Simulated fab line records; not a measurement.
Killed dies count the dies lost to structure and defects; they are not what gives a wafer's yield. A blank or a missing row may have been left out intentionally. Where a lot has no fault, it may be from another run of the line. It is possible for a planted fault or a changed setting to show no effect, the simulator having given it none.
Problem report in the 8D (eight disciplines) form, filled by code :: flow sky130 :: the parts of the form that need people (team, actions taken, sign-off) are left out

## 1. PROBLEM STATEMENT
At SKY_FIELD_ISO_ETCH_15, oes product au averages 0.739 a.u. over 3 wafers from 2 lots, while fault-free wafers read 0.943 a.u., standard deviation 0.0072. That puts it -28 standard deviations away from the usual mean.
The step: etches the open film in CHF3/O2, stops on Si, target depth 180 nm, time 72 s.
The first sign was on wafer L412.4 at day 3 22:30, on rie diel-03. The record holds 37 wafers of 13 lots with a number at this step. The rule behind "out" and "out of limits": a value lying over 4 standard deviations away from the usual mean. All remaining wafers that have a number are taken as sound.

## 2. WHAT IT IS; WHAT IT IS NOT
question: which readings at this step
is: oes product au, throttle valve pct
is not: drypump motor current A

question: which lots
is: L412, L416
is not: L405, L407, L408, L409, L413, L420, L422, L423, L424, L425, L427

question: which wafers of those lots
is: L412.4, L416.2, L416.4
is not: L412.1

question: read on which tools
is: rie diel-03
is not: rie diel-01, rie diel-02

question: when
is: from day 3 22:30
is not: up to then (13 sound wafers); but 21 sound wafers of L413, L420, L422, L423, L424, L425, L427 came after

## 3. WHAT RULES OUT EACH SUSPECT
Counting: any tool at a process step up to the reading remains a suspect provided it ran every lot that is out. Sound lots after the first of them don't rule it out here, since some wafers of a struck lot are sound.
- rie diel-03 at SKY_FIELD_ISO_ETCH_15 (etches the open film in CHF3/O2, stops on Si, target depth 180 nm, time 72 s): kept. It ran every lot that is out, first L412 (day 3 22:30); its last sound lot up to then is L409 (day 3 07:29). Its own readings are out on those wafers: oes product au, throttle valve pct.
After counting, what remains is rie diel-03 at SKY_FIELD_ISO_ETCH_15.

## 4. THE CAUSE (what the simulator had put in)
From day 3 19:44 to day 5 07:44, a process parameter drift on rie diel-03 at SKY_FIELD_ISO_ETCH_15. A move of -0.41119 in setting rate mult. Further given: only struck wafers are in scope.
The count eliminated every tool but this one.

## 5. THE EFFECT CHAIN, in route order
Rows list readings where the struck wafers' mean (over those with a number) sits beyond 3 standard deviations from the usual. Only readings for which the record gives a usual standard deviation are gone through. hours: the time from each lot's start at the first step in this table that gives one to its start at this step, as a median over the lots. sigmas: the change in usual standard deviations.
hours: 0
step: SKY_FIELD_ISO_ETCH_15
reading: oes product au
usual: 0.943 a.u.
on struck wafers: 0.739
change: -0.204
sigmas: -28

hours: 0
step: SKY_FIELD_ISO_ETCH_15
reading: throttle valve pct
usual: 8.844 %
on struck wafers: 8.792
change: -0.052
sigmas: -6.2

hours: 0
step: SKY_FIELD_ISO_STRIP_16
reading: oes product au
usual: 0.378 a.u.
on struck wafers: 0.408
change: +0.030
sigmas: +5.8

hours: 0
step: SKY_FIELD_ISO_STRIP_16
reading: strip time to endpoint s
usual: 3.54 s
on struck wafers: 4.25
change: +0.71
sigmas: +13

hours: 1063
step: SKY_PAD_OPEN_PROBE_99
reading: killed at front end
usual: 14
on struck wafers: 423
change: +409
sigmas: +93

hours: 1063
step: SKY_PAD_OPEN_PROBE_99
reading: killed dies
usual: 86
on struck wafers: 492
change: +406
sigmas: +45

hours: 1063
step: SKY_PAD_OPEN_PROBE_99
reading: killed on rim
usual: 17
on struck wafers: 96
change: +79
sigmas: +21
Here are the process steps it includes:
- SKY_FIELD_ISO_ETCH_15: etches the open film in CHF3/O2, stops on Si, target depth 180 nm, time 72 s.
- SKY_FIELD_ISO_STRIP_16: strips in O2/N2.
- SKY_PAD_OPEN_PROBE_99

## 6. WHAT WOULD HAVE CAUGHT IT SOONER
First out-of-limits reading in this record: day 3 22:30, which is 3 hours after fault onset at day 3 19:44.
